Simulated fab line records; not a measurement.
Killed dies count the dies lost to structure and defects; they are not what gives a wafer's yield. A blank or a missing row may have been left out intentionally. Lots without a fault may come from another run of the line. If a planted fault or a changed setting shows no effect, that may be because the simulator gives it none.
fab line records	flow sky130
record lots=6	wafers=18	last-day=50
route steps=708 shown LDD_HVP@285 LDD_LDN@289 SPACER@304 POLY_CUT@307 SD_P@320 PAD_OPEN@708
lots untouched by any fault: they come from a run of this same line in which no faults occurred
start-h: hours from the record's first day to the start of the lot's first wafer shown	wait-h: time in hours since the lot's previous step	" repeats the value in the row above	L1.1+2: one row covering several wafers at once	- no value present, or no start provided	* or withheld: withheld	< > ~ a bound
route shown NAME@n: names a module that has steps shown in the file, with the first one's number in the route	usual: mean/standard deviation of fault-free wafers	same: alike in all rows	chamber/n: place in a boat	sites: each site's reading	_std_site: how widely they spread, as a standard deviation	_edge_site: the outer-site mean with the inner-site mean subtracted	radius-mm: how far each site lies from the wafer's centre	mask NAME#n: copy n	behind: the last tool/chamber to shape the wafer	hold: reason for holding the lot/hours on hold/outcome of the hold	device: names the non-switching transistor (n, p or np)	end of line: at the end of the route, the tests of the same wafers	step lacking rows: just its recipe	killed: dies that structure and defects cost at the first sort, which is not the same as the wafer's yield	map: shows each die of a wafer: x if killed, . if not, _ if none is there
set.NAME: the setting as run; set.NAME@STEP: as run at that earlier step	model.NAME: the simulator's own value behind a step, which no gauge read
lots at some steps of the route; a table a step, a row a wafer
services: a tool's chamber out of use, with start hour (start-h, from the record's first day; less than 0 if before it), hours out, and reason
## steps
# step SKY_LDD_HVP_OVL_MEAS_07
# usual LDD_HVP_OVL=-0.1/1.4
lot.wafer	tool	chamber	start-h	wait-h	LDD_HVP_OVL[nm]
L836.2	overlay-02	-	509.78	0.1	-1.2
L836.3	"	-	"	"	-0.9
L836.6	"	-	"	"	-0.5
L839.2	overlay-01	-	534.56	0.1	0.4
L839.4	"	-	"	"	-1.2
L839.5	"	-	"	"	0.2
L842.1	overlay-01	-	563.18	0.1	-2.5
L842.2	"	-	"	"	-1.8
L842.6	"	-	"	"	-1.6
L846.4	overlay-01	-	596.19	0.1	1.3
L846.5	"	-	"	"	0.7
L846.6	"	-	"	"	0.5
L848.2	overlay-01	-	608.76	0.1	-0.7
L848.5	"	-	"	"	0.4
L848.6	"	-	"	"	-1.8
L857.1	overlay-01	-	685.80	0.1	-0.3
L857.3	"	-	"	"	0.4
L857.5	"	-	"	"	-1.4
# step SKY_LDD_HVP_IMPLANT_08
# recipe species=B	energy-kev=20	dose-cm2=1.7e+13	tilt-deg=17.9
# step SKY_LDD_HVP_STRIP_09
# recipe chemistry=O2/N2	power-w=1400	pressure-mtorr=1500	platen-temp-c=withheld	o2-flow-sccm=3000	n2-flow-sccm=300	overash-fraction=0.5
# usual drypump-motor-current-A=6.2/0.38	oes-product-au=0.409/0.0043	strip-time-to-endpoint-s=4.145/0.015
lot.wafer	tool	chamber	start-h	wait-h	drypump-motor-current-A	oes-product-au	rf-hours-counter-h	strip-time-to-endpoint-s
L836.2	plasma-asher-04	0	509.96	0.1	6.4	0.405	69	4.144
L836.3	"	0	"	"	6.4	0.416	-	4.133
L836.6	"	1	"	"	5.8	0.413	-	4.145
L839.2	plasma-asher-03	0	534.74	0.1	5.6	0.413	84	4.158
L839.4	"	0	"	"	5.7	0.413	-	4.166
L839.5	"	0	"	"	5.7	0.408	-	4.155
L842.1	plasma-asher-03	0	563.37	0.1	5.6	0.398	86	4.131
L842.2	"	1	"	"	6.4	0.408	86	4.130
L842.6	"	1	"	"	6.4	0.413	-	4.121
L846.4	plasma-asher-01	0	596.39	0.1	6.7	0.417	-	4.138
L846.5	"	1	"	"	6.4	0.404	-	4.136
L846.6	"	0	"	"	6.7	0.408	-	4.160
L848.2	plasma-asher-01	0	608.94	0.1	6.7	0.408	18	4.152
L848.5	"	1	"	"	6.4	0.407	-	4.178
L848.6	"	0	"	"	6.7	0.410	-	4.175
L857.1	plasma-asher-01	0	685.99	0.1	6.7	0.405	26	4.134
L857.3	"	0	"	"	6.7	0.409	-	4.155
L857.5	"	1	"	"	6.4	0.408	-	4.118
# step SKY_LDD_HVP_TW_MEAS_10
# usual LDD_HVP_TW=458.5/2.5
lot.wafer	tool	chamber	start-h	wait-h	LDD_HVP_TW
L836.2	film-metro-04	-	510.07	0.1	459.0
L836.3	"	-	"	"	458.0
L836.6	"	-	"	"	460.6
L839.2	film-metro-03	-	534.85	0.1	458.3
L839.4	"	-	"	"	458.7
L839.5	"	-	"	"	460.1
L842.1	film-metro-03	-	563.47	0.1	455.3
L842.2	"	-	"	"	457.4
L842.6	"	-	"	"	456.9
L846.4	film-metro-03	-	596.48	0.1	454.9
L846.5	"	-	"	"	455.3
L846.6	"	-	"	"	454.9
L848.2	film-metro-04	-	609.05	0.1	459.3
L848.5	"	-	"	"	461.2
L848.6	"	-	"	"	457.1
L857.1	film-metro-02	-	686.09	0.1	461.0
L857.3	"	-	"	"	460.2
L857.5	"	-	"	"	462.2
# step SKY_LDD_LDN_DEHYDRATE_00
# recipe temp-c=200	time-s=60
# step SKY_LDD_LDN_HMDS_01
# recipe prime-time-s=60	prime-temp-c=120
# step SKY_LDD_LDN_COAT_02
# recipe resist=NOVOLAK	spin-rpm=3000	resist-thk-nm=1140
# step SKY_LDD_LDN_SOFTBAKE_03
# recipe temp-c=90	time-s=60	resist=NOVOLAK
# step SKY_LDD_LDN_EXPOSE_04
# recipe mask-id=LDNTM	na=0.6	source-shape=conventional	sigma-outer=0.6	polarization=unpolarized	target-cd-nm=700	dose-mj=140
# step SKY_LDD_LDN_PEB_05
# recipe temp-c=withheld	time-s=*	resist=NOVOLAK
# step SKY_LDD_LDN_DEVELOP_06
# recipe resist=NOVOLAK	developer=TMAH	develop-time-s=60	dev-temp-c=23
# step SKY_LDD_LDN_OVL_MEAS_07
# usual LDD_LDN_OVL=0.5/1.3
lot.wafer	tool	chamber	start-h	wait-h	LDD_LDN_OVL[nm]
L836.2	overlay-01	-	540.46	0.1	0.0
L836.3	"	-	"	"	0.4
L836.6	"	-	"	"	1.0
L839.2	overlay-01	-	564.97	0.1	0.1
L839.4	"	-	"	"	-0.1
L839.5	"	-	"	"	-0.3
L842.1	overlay-01	-	593.56	0.1	1.2
L842.2	"	-	"	"	0.8
L842.6	"	-	"	"	0.7
L846.4	overlay-01	-	625.88	0.1	1.9
L846.5	"	-	"	"	2.4
L846.6	"	-	"	"	1.6
L848.2	overlay-01	-	638.21	0.1	2.3
L848.5	"	-	"	"	2.0
L848.6	"	-	"	"	1.9
L857.1	overlay-02	-	713.50	0.1	1.1
L857.3	"	-	"	"	1.6
L857.5	"	-	"	"	1.5
# step SKY_LDD_LDN_IMPLANT_08
# recipe species=As	energy-kev=15	dose-cm2=1.25e+13	tilt-deg=withheld	rotation-deg=23
lot.wafer	tool	chamber	start-h	wait-h
L836.2+3+6	implanter-04	0	540.51	0.0
L839.2+4+5	implanter-02	0	565.03	0.0
L842.1+2+6	implanter-02	0	593.59	0.0
L846.4+5+6	implanter-02	0	625.97	0.1
L848.2+5+6	implanter-02	0	638.27	0.0
L857.1+3+5	implanter-02	0	713.54	0.0
# step SKY_LDD_LDN_IMPLANT_09
# recipe species=As	energy-kev=15	dose-cm2=1.25e+13	tilt-deg=withheld	rotation-deg=113
# step SKY_LDD_LDN_IMPLANT_10
# recipe species=As	energy-kev=15	dose-cm2=1.25e+13	tilt-deg=withheld	rotation-deg=203
# step SKY_LDD_LDN_IMPLANT_11
# recipe species=As	energy-kev=15	dose-cm2=1.25e+13	tilt-deg=withheld	rotation-deg=293
# step SKY_LDD_LDN_STRIP_12
# recipe chemistry=O2/N2	power-w=1400	pressure-mtorr=1500	platen-temp-c=withheld	o2-flow-sccm=3000	n2-flow-sccm=300	overash-fraction=0.5
# usual drypump-motor-current-A=6.2/0.44	oes-product-au=0.715/0.0049	strip-time-to-endpoint-s=14.20/0.037
lot.wafer	tool	chamber	start-h	wait-h	drypump-motor-current-A	oes-product-au	rf-hours-counter-h	strip-time-to-endpoint-s
L836.2	plasma-asher-03	1	541.09	0.1	6.4	0.716	84	14.23
L836.3	"	1	"	"	6.4	0.715	-	14.24
L836.6	"	1	"	"	6.4	0.723	-	14.26
L839.2	plasma-asher-01	0	565.60	0.1	6.7	0.715	13	14.23
L839.4	"	0	"	"	6.7	0.717	-	14.20
L839.5	"	0	"	"	6.7	0.713	-	14.23
L842.1	plasma-asher-03	0	594.19	0.1	5.6	0.713	89	14.23
L842.2	"	1	"	"	6.4	0.717	89	14.22
L842.6	"	0	"	"	5.6	0.725	-	14.23
L846.4	plasma-asher-01	0	626.53	0.1	6.7	0.710	-	14.20
L846.5	"	1	"	"	6.4	0.724	-	14.19
L846.6	"	0	"	"	6.7	0.714	-	14.20
L848.2	plasma-asher-02	0	638.84	0.1	6.0	0.717	46	14.20
L848.5	"	1	"	"	5.4	0.718	-	14.19
L848.6	"	0	"	"	6.0	0.715	-	14.17
L857.1	plasma-asher-02	1	714.14	0.1	5.4	0.717	51	14.17
L857.3	"	0	"	"	6.0	0.705	-	14.16
L857.5	"	0	"	"	6.0	0.719	-	14.16
# step SKY_LDD_LDN_TW_MEAS_13
# usual LDD_LDN_TW=1485/8.8
lot.wafer	tool	chamber	start-h	wait-h	LDD_LDN_TW
L836.2	film-metro-01	-	541.20	0.1	1481
L836.3	"	-	"	"	1469
L836.6	"	-	"	"	1485
L839.2	film-metro-04	-	565.71	0.1	1498
L839.4	"	-	"	"	1498
L839.5	"	-	"	"	1493
L842.1	film-metro-04	-	594.29	0.1	1479
L842.2	"	-	"	"	1487
L842.6	"	-	"	"	1483
L846.4	film-metro-04	-	626.62	0.1	1483
L846.5	"	-	"	"	1487
L846.6	"	-	"	"	1487
L848.2	film-metro-04	-	638.95	0.1	1493
L848.5	"	-	"	"	1488
L848.6	"	-	"	"	1491
L857.1	film-metro-01	-	714.24	0.1	1484
L857.3	"	-	"	"	1481
L857.5	"	-	"	"	1481
# step SKY_LDD_LDN_CLEAN_14
# recipe chemistry=SC1/SC2	mix=1:4:20	temp-c=70	time-s=150	dry=n2-spin
# step SKY_SPACER_CVD_00
# recipe material=Si3N4	precursor=DCS/NH3	target-thk-nm=43.1	temp-c=770	time-s=740	pressure-mtorr=250
# step SKY_SPACER_THK_MEAS_01
# recipe reads=Si3N4_of_SPACER_CVD_00
# usual SPACER_CVD_00_THK=43.0/0.4
lot.wafer	tool	chamber	start-h	wait-h	SPACER_CVD_00_THK[nm]
L836.2	film-metro-01	-	546.02	0.0	42.5
L836.3	"	-	"	"	42.8
L836.6	"	-	"	"	42.8
L839.2	film-metro-03	-	567.04	0.0	42.9
L839.4	"	-	"	"	43.2
L839.5	"	-	"	"	43.2
L842.1	film-metro-01	-	595.61	0.0	43.4
L842.2	"	-	"	"	43.7
L842.6	"	-	"	"	43.9
L846.4	film-metro-01	-	627.94	0.0	42.5
L846.5	"	-	"	"	42.9
L846.6	"	-	"	"	42.9
L848.2	film-metro-01	-	640.27	0.0	43.0
L848.5	"	-	"	"	43.0
L848.6	"	-	"	"	43.0
L857.1	film-metro-02	-	715.56	0.0	43.9
L857.3	"	-	"	"	43.5
L857.5	"	-	"	"	43.9
# step SKY_SPACER_ETCHBACK_02
# recipe chemistry=CH3F/O2	target=Si3N4	stop-on=SiO2	source-w=400	bias-w=80	pressure-mtorr=25	ch3f-flow-sccm=40	O2_flow_sccm=30	time-s=46.7	target-depth-a=450
# usual drypump-motor-current-A=5.7/0.38	oes-product-au=0.853/0.006	throttle-valve-pct=10.561/0.0092
lot.wafer	tool	chamber	start-h	wait-h	drypump-motor-current-A	oes-product-au	rf-hours-counter-h	throttle-valve-pct
L836.2	rie-diel-01	3	546.07	0.0	6.1	0.843	3	10.564
L836.3	"	1	"	"	5.6	0.853	58	10.544
L836.6	"	3	"	"	6.1	0.845	-	10.570
L839.2	rie-diel-01	3	567.09	0.0	6.1	0.835	4	10.563
L839.4	"	1	"	"	5.6	0.852	58	10.563
L839.5	"	0	"	"	5.3	0.857	-	10.568
L842.1	rie-diel-03	0	595.67	0.1	6.0	0.862	42	10.560
L842.2	"	3	"	"	6.2	0.850	24	10.567
L842.6	"	0	"	"	6.0	0.858	-	10.566
L846.4	rie-diel-01	0	627.97	0.0	5.3	0.841	62	10.558
L846.5	"	1	"	"	5.6	0.854	-	10.555
L846.6	"	0	"	"	5.3	0.866	-	10.554
L848.2	rie-diel-01	0	640.32	0.0	5.3	0.850	62	10.565
L848.5	"	3	"	"	6.1	0.850	-	10.563
L848.6	"	2	"	"	5.8	0.851	-	10.546
L857.1	rie-diel-03	3	715.62	0.1	6.2	0.863	26	10.568
L857.3	"	0	"	"	6.0	0.863	44	10.559
L857.5	"	0	"	"	6.0	0.859	-	10.579
# step SKY_POLY_CUT_DEHYDRATE_00
# recipe temp-c=200	time-s=60
# step SKY_POLY_CUT_HMDS_01
# recipe prime-time-s=60	prime-temp-c=120
# step SKY_POLY_CUT_COAT_02
# recipe resist=BARC	temp-c=withheld	time-s=withheld	spin-rpm=3000	resist-thk-nm=60
# step SKY_POLY_CUT_COAT_03
# recipe resist=KrF-thick	spin-rpm=3000	resist-thk-nm=450
# step SKY_POLY_CUT_SOFTBAKE_04
# recipe temp-c=100	time-s=90	resist=KrF-thick
# step SKY_POLY_CUT_EXPOSE_05
# recipe mask-id=NPCM	na=0.8	source-shape=annular	sigma-inner=0.55	sigma-outer=0.85	target-cd-nm=270	dose-mj=32
# step SKY_POLY_CUT_PEB_06
# recipe peb-temp-c=withheld	peb-time-s=withheld	resist=KrF-thick
# step SKY_POLY_CUT_DEVELOP_07
# recipe develop-time-s=60	resist=KrF-thick	dev-temp-c=21
# step SKY_POLY_CUT_CD_MEAS_08
# recipe target-cd-nm=270
# usual cd-nm=269.8/1.3
lot.wafer	tool	chamber	start-h	wait-h	cd-nm
L836.2	cd-sem-01	-	576.12	-	268.7
L836.3	"	-	"	"	268.1
L836.6	"	-	"	"	269.1
L839.2	cd-sem-01	-	596.95	-	271.3
L839.4	"	-	"	"	272.1
L839.5	"	-	"	"	270.3
L842.1	cd-sem-01	-	625.25	-	267.5
L842.2	"	-	"	"	269.3
L842.6	"	-	"	"	268.2
L846.4	cd-sem-01	-	656.22	-	270.0
L846.5	"	-	"	"	270.2
L846.6	"	-	"	"	270.7
L848.2	cd-sem-01	-	669.27	-	266.6
L848.5	"	-	"	"	268.5
L848.6	"	-	"	"	269.0
L857.1	cd-sem-01	-	742.95	-	273.0
L857.3	"	-	"	"	272.2
L857.5	"	-	"	"	272.8
# step SKY_POLY_CUT_OVL_MEAS_09
# usual POLY_CUT_OVL=-3/6.1
lot.wafer	tool	chamber	start-h	wait-h	POLY_CUT_OVL[nm]
L836.2	overlay-02	-	576.23	0.1	-6
L836.3	"	-	"	"	1
L836.6	"	-	"	"	-15
L839.2	overlay-01	-	597.06	0.1	3
L839.4	"	-	"	"	-3
L839.5	"	-	"	"	-10
L842.1	overlay-02	-	625.37	0.1	-10
L842.2	"	-	"	"	-7
L842.6	"	-	"	"	-10
L846.4	overlay-01	-	656.30	0.1	-4
L846.5	"	-	"	"	-4
L846.6	"	-	"	"	1
L848.2	overlay-01	-	669.38	0.1	-7
L848.5	"	-	"	"	-5
L848.6	"	-	"	"	-5
L857.1	overlay-01	-	743.07	0.1	-2
L857.3	"	-	"	"	-13
L857.5	"	-	"	"	-8
# step SKY_POLY_CUT_ETCH_10
# recipe chemistry=N2/H2	target=BARC	ion-energy-ev=200	source-w=500	bias-w=100	pressure-mtorr=30	n2-flow-sccm=100	h2-flow-sccm=200	stop-on=SiO2	time-s=45.9	target-depth-a=600
# usual drypump-motor-current-A=5.8/0.37	oes-product-au=0.855/0.0045	throttle-valve-pct=13.226/0.0091
lot.wafer	tool	chamber	start-h	wait-h	drypump-motor-current-A	oes-product-au	rf-hours-counter-h	throttle-valve-pct
L836.2	rie-diel-03	0	576.26	0.0	6.1	0.856	41	13.243
L836.3	"	1	"	"	5.4	0.858	10	13.231
L836.6	"	3	"	"	6.2	0.861	-	13.232
L839.2	rie-diel-01	3	597.09	0.0	6.1	0.850	4	13.243
L839.4	"	0	"	"	5.3	0.856	61	13.236
L839.5	"	0	"	"	5.3	0.854	-	13.227
L842.1	rie-diel-04	3	625.41	0.0	6.1	0.860	10	13.208
L842.2	"	2	"	"	5.1	0.862	67	13.239
L842.6	"	0	"	"	6.1	0.851	-	13.234
L846.4	rie-diel-03	0	656.31	0.0	6.0	0.854	42	13.212
L846.5	"	3	"	"	6.2	0.855	-	13.225
L846.6	"	2	"	"	5.3	0.855	-	13.206
L848.2	rie-diel-04	0	669.41	0.0	6.1	0.859	20	13.208
L848.5	"	0	"	"	6.1	0.854	-	13.202
L848.6	"	1	"	"	5.8	0.854	-	13.235
L857.1	rie-diel-01	1	743.11	0.0	5.6	0.862	1	13.227
L857.3	"	3	"	"	6.1	0.854	9	13.218
L857.5	"	1	"	"	5.6	0.851	-	13.213
# step SKY_POLY_CUT_ETCH_11
# recipe target=Si3N4	chemistry=CF4/CH2F2/Ar	stop-on=poly-Si	source-w=600	bias-w=150	pressure-mtorr=40	cf4-flow-sccm=40	ch2f2-flow-sccm=20	Ar_flow_sccm=150	time-s=42.5	target-depth-a=600
# step SKY_POLY_CUT_STRIP_12
# recipe chemistry=O2/N2	power-w=1400	pressure-mtorr=1500	platen-temp-c=withheld	o2-flow-sccm=3000	n2-flow-sccm=300	overash-fraction=0.5
# usual drypump-motor-current-A=6.0/0.35	oes-product-au=0.453/0.0047	strip-time-to-endpoint-s=5.361/0.016
lot.wafer	tool	chamber	start-h	wait-h	drypump-motor-current-A	oes-product-au	rf-hours-counter-h	strip-time-to-endpoint-s
L836.2	plasma-asher-03	1	576.34	0.0	6.4	0.448	88	5.357
L836.3	"	0	"	"	5.7	0.448	-	5.365
L836.6	"	1	"	"	6.4	0.460	-	5.377
L839.2	plasma-asher-04	1	597.17	0.0	5.8	0.460	78	5.364
L839.4	"	0	"	"	6.3	0.452	-	5.339
L839.5	"	1	"	"	5.8	0.455	-	5.345
L842.1	plasma-asher-04	1	625.49	0.0	5.8	0.455	80	5.379
L842.2	"	0	"	"	6.4	0.452	80	5.360
L842.6	"	0	"	"	6.4	0.458	-	5.371
L846.4	plasma-asher-04	0	656.43	0.1	6.3	0.464	-	5.370
L846.5	"	1	"	"	5.8	0.447	-	5.351
L846.6	"	0	"	"	6.4	0.450	-	5.341
L848.2	plasma-asher-04	1	669.49	0.0	5.8	0.452	85	5.373
L848.5	"	0	"	"	6.4	0.452	-	5.377
L848.6	"	1	"	"	5.8	0.452	-	5.338
L857.1	plasma-asher-03	1	743.19	0.0	6.4	0.459	0	5.356
L857.3	"	0	"	"	5.7	0.458	-	5.342
L857.5	"	1	"	"	6.4	0.459	-	5.366
# step SKY_SD_P_DEHYDRATE_00
# recipe temp-c=199.2	time-s=60
# step SKY_SD_P_HMDS_01
# recipe prime-time-s=60	prime-temp-c=120
# step SKY_SD_P_COAT_02
# recipe resist=NOVOLAK	spin-rpm=3000	resist-thk-nm=1140
# step SKY_SD_P_SOFTBAKE_03
# recipe temp-c=90	time-s=60	resist=NOVOLAK
# step SKY_SD_P_EXPOSE_04
# recipe mask-id=PSDM	na=0.6	source-shape=conventional	sigma-outer=0.6	polarization=unpolarized	target-cd-nm=380	dose-mj=138
# step SKY_SD_P_PEB_05
# recipe temp-c=withheld	time-s=*	resist=NOVOLAK
# step SKY_SD_P_DEVELOP_06
# recipe resist=NOVOLAK	developer=TMAH	develop-time-s=60	dev-temp-c=23
# step SKY_PAD_OPEN_PROBE_99
# usual killed_at_M0_to_M3=44/6.8	killed_at_M4_up=2.9/1.7	killed-at-contacts=24/5.2	killed-at-front-end=15/4	killed-at-other=0.2/0.44	killed-dies=86/9.9	killed-open=47/7.9	killed-short=39/6.3
# same gross-dies=492	killed-at-back-side=0
lot.wafer	tool	chamber	start-h	wait-h	killed_at_M0_to_M3	killed_at_M4_up	killed-at-contacts	killed-at-front-end	killed-at-other	killed-dies	killed-open	killed-short	model.etest.tip-sonos.rs-ohm-sq-range
L836.2	prober-02	-	1092.32	0.1	38	6	21	14	0	79	39	40	23.02
L836.3	prober-02	-	1092.37	0.2	38	1	19	13	0	71	39	31	28.09
L836.6	prober-02	-	1092.52	0.2	40	2	26	13	0	81	40	39	23.46
L839.2	prober-01	-	1107.07	0.1	36	4	21	14	0	75	52	23	28.11
L839.4	prober-01	-	1107.17	0.2	44	1	31	17	0	93	59	32	47.75
L839.5	prober-01	-	1107.22	0.2	40	2	23	15	1	81	45	36	28.21
L842.1	prober-02	-	1123.36	0.1	43	2	25	13	0	83	40	43	43.84
L842.2	prober-02	-	1123.41	0.1	50	3	23	15	0	91	49	41	52.41
L842.6	prober-02	-	1123.61	0.2	43	1	17	14	0	75	41	34	32.6
L846.4	prober-02	-	1143.99	0.2	55	3	33	15	0	106	58	47	69.96
L846.5	prober-02	-	1144.04	0.2	45	4	35	18	0	102	57	45	65.87
L846.6	prober-02	-	1144.09	0.2	43	4	29	11	0	87	54	32	83.9
L848.2	prober-01	-	1155.51	0.1	50	1	15	13	0	79	44	35	86.14
L848.5	prober-01	-	1155.66	0.2	39	2	28	10	0	79	50	29	82.49
L848.6	prober-01	-	1155.71	0.2	32	4	27	12	1	76	38	37	76.19
L857.1	prober-01	-	1198.24	0.1	55	4	27	10	0	96	59	37	60.86
L857.3	prober-01	-	1198.34	0.2	37	3	24	17	0	81	47	34	29.35
L857.5	prober-01	-	1198.44	0.2	50	4	22	15	0	91	57	34	32.62
# killed by level:class
L836.2 LI_CONTACT:geometric-particle:open=7 CONTACT:geometric-particle:short=6 CONTACT:geometric-particle:open=6 VIA2:geometric-particle:open=6 METAL1:geometric-particle:short=5 VIA1:geometric-particle:short=5 VIA1:geometric-particle:open=5 METAL2:geometric-particle:short=5
L836.3 VIA1:geometric-particle:open=11 CONTACT:geometric-particle:open=7 VIA3:geometric-particle:open=7 FIELD_ISO:geometric-particle:short=5 METAL1:geometric-particle:short=5 VIA2:geometric-particle:open=5 POLY_GATE:geometric-particle:short=4 LOCAL_INTERCONNECT:geometric-particle:short=4
L836.6 CONTACT:geometric-particle:open=10 VIA1:geometric-particle:open=8 VIA1:geometric-particle:short=8 LI_CONTACT:geometric-particle:open=7 VIA3:geometric-particle:open=6 VIA3:geometric-particle:short=6 POLY_GATE:geometric-particle:short=4 CONTACT:geometric-particle:short=4
L839.2 VIA1:geometric-particle:open=10 VIA3:geometric-particle:open=10 LI_CONTACT:geometric-particle:open=7 FIELD_ISO:geometric-particle:open=6 CONTACT:geometric-particle:open=6 VIA2:geometric-particle:open=5 LI_CONTACT:geometric-particle:short=3 CONTACT:geometric-particle:short=3
L839.4 VIA1:geometric-particle:open=12 CONTACT:geometric-particle:open=10 LI_CONTACT:geometric-particle:open=9 VIA3:geometric-particle:open=8 FIELD_ISO:geometric-particle:open=7 METAL1:geometric-particle:short=7 CONTACT:geometric-particle:short=5 FIELD_ISO:geometric-particle:short=4
L839.5 CONTACT:geometric-particle:open=11 VIA1:geometric-particle:open=10 VIA1:geometric-particle:short=6 LI_CONTACT:geometric-particle:open=6 VIA2:geometric-particle:open=6 METAL1:geometric-particle:short=5 METAL2:geometric-particle:short=4 FIELD_ISO:geometric-particle:short=3
L842.1 METAL1:geometric-particle:short=9 VIA1:geometric-particle:open=9 CONTACT:geometric-particle:open=8 CONTACT:geometric-particle:short=7 VIA3:geometric-particle:open=7 VIA1:geometric-particle:short=6 FIELD_ISO:geometric-particle:open=5 FIELD_ISO:geometric-particle:short=4
L842.2 CONTACT:geometric-particle:open=13 VIA3:geometric-particle:open=12 METAL1:geometric-particle:short=8 FIELD_ISO:geometric-particle:open=6 VIA1:geometric-particle:open=6 VIA1:geometric-particle:short=5 METAL2:geometric-particle:short=5 LOCAL_INTERCONNECT:geometric-particle:short=4
L842.6 VIA1:geometric-particle:open=14 CONTACT:geometric-particle:open=7 FIELD_ISO:geometric-particle:short=6 METAL2:geometric-particle:short=6 VIA1:geometric-particle:short=5 FIELD_ISO:geometric-particle:open=3 LI_CONTACT:geometric-particle:short=3 LI_CONTACT:geometric-particle:open=3
L846.4 CONTACT:geometric-particle:open=13 METAL1:geometric-particle:short=10 VIA2:geometric-particle:open=9 VIA3:geometric-particle:open=9 VIA1:geometric-particle:open=8 LI_CONTACT:geometric-particle:open=6 LOCAL_INTERCONNECT:geometric-particle:short=6 METAL2:geometric-particle:short=5
L846.5 CONTACT:geometric-particle:open=14 VIA3:geometric-particle:open=9 VIA2:geometric-particle:open=8 LOCAL_INTERCONNECT:geometric-particle:short=7 METAL2:geometric-particle:short=7 LI_CONTACT:geometric-particle:open=6 METAL1:geometric-particle:short=6 POLY_GATE:geometric-particle:short=5
L846.6 LI_CONTACT:geometric-particle:open=11 CONTACT:geometric-particle:open=9 VIA1:geometric-particle:open=9 VIA3:geometric-particle:open=8 VIA2:geometric-particle:open=7 POLY_GATE:geometric-particle:open=4 METAL1:geometric-particle:short=4 VIA1:geometric-particle:short=4
L848.2 METAL1:geometric-particle:short=12 VIA1:geometric-particle:open=11 CONTACT:geometric-particle:open=7 VIA3:geometric-particle:open=5 VIA2:geometric-particle:open=5 LI_CONTACT:geometric-particle:open=5 VIA3:geometric-particle:short=5 VIA1:geometric-particle:short=4
L848.5 CONTACT:geometric-particle:open=12 VIA1:geometric-particle:open=10 LI_CONTACT:geometric-particle:open=8 METAL1:geometric-particle:short=8 VIA2:geometric-particle:open=7 CONTACT:geometric-particle:short=6 VIA3:geometric-particle:open=4 VIA1:geometric-particle:short=3
L848.6 CONTACT:geometric-particle:open=12 CONTACT:geometric-particle:short=7 VIA1:geometric-particle:open=6 FIELD_ISO:geometric-particle:short=5 METAL1:geometric-particle:short=5 VIA3:geometric-particle:open=5 FIELD_ISO:geometric-particle:open=4 LI_CONTACT:geometric-particle:open=3
L857.1 VIA1:geometric-particle:open=15 VIA3:geometric-particle:open=10 LI_CONTACT:geometric-particle:open=9 VIA2:geometric-particle:open=8 CONTACT:geometric-particle:open=6 CONTACT:geometric-particle:short=6 METAL1:geometric-particle:short=6 FIELD_ISO:geometric-particle:open=5
L857.3 VIA2:geometric-particle:open=10 LI_CONTACT:geometric-particle:open=8 POLY_GATE:geometric-particle:open=6 VIA1:geometric-particle:open=6 FIELD_ISO:geometric-particle:short=5 CONTACT:geometric-particle:open=5 CONTACT:geometric-particle:short=5 VIA3:geometric-particle:open=5
L857.5 VIA1:geometric-particle:open=14 CONTACT:geometric-particle:open=10 POLY_GATE:geometric-particle:open=8 VIA3:geometric-particle:open=7 LI_CONTACT:geometric-particle:open=6 VIA1:geometric-particle:short=6 VIA2:geometric-particle:open=6 METAL2:geometric-particle:short=4
## services
tool	chamber	start-h	hours	kind
rie-diel-03	-	490.50	2.8	pm
plasma-asher-03	-	498.32	3.3	repair
rie-diel-01	3	506.99	9.4	repair
rie-diel-04	1	520.69	1.5	repair
implanter-02	-	522.49	0.6	repair
implanter-02	-	528.30	3.2	repair
plasma-asher-02	-	529.83	2.2	repair
rie-diel-04	2	542.55	11.1	repair
plasma-asher-04	-	553.02	4.3	pm
implanter-02	-	566.53	3.8	repair
rie-diel-03	2	568.53	7.1	repair
rie-diel-01	0	570.26	1.4	repair
rie-diel-01	1	597.39	29.0	repair
rie-diel-01	0	597.95	1.8	repair
rie-diel-01	2	604.12	3.0	repair
plasma-asher-03	-	641.31	2.7	repair
rie-diel-01	2	641.40	8.6	repair
implanter-02	-	670.87	2.3	repair
plasma-asher-04	-	694.38	4.5	repair
implanter-02	-	702.75	1.7	repair
rie-diel-03	1	707.61	32.4	repair
rie-diel-03	-	727.40	0.9	repair
plasma-asher-03	-	733.75	9.0	pm
implanter-02	-	741.10	1.3	repair
## key
first-sign none at tools or gauges
model-effect step=SKY_PAD_OPEN_PROBE_99	value=etest.tip-sonos.rs-ohm-sq-range	without=40.92	struck=77.42
met-at SKY_LDD_LDN_IMPLANT_08
struck-wafers L846.4,L846.5,L846.6,L848.2,L848.5,L848.6
tester-left-out L846,L848
onset-between 593.59 625.97
also-fits SKY_SPACER_ETCHBACK_02:rie-diel-01,SKY_POLY_CUT_STRIP_12:plasma-asher-04
fault kind=process-parameter-drift	tool=implanter-02	chamber=-	onset-h=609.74	steps=SKY_LDD_LDN_IMPLANT_08	channel=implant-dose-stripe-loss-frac	offset=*	shape=step	end-h=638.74
# tester-left-out: of these lots the tester's yield and bins aren't shown, on N5 and GAA mostly nor the transistor test; their killed dies are dies lost to structure and defects alone, not to doping, threshold or leakage, so they don't give the yield
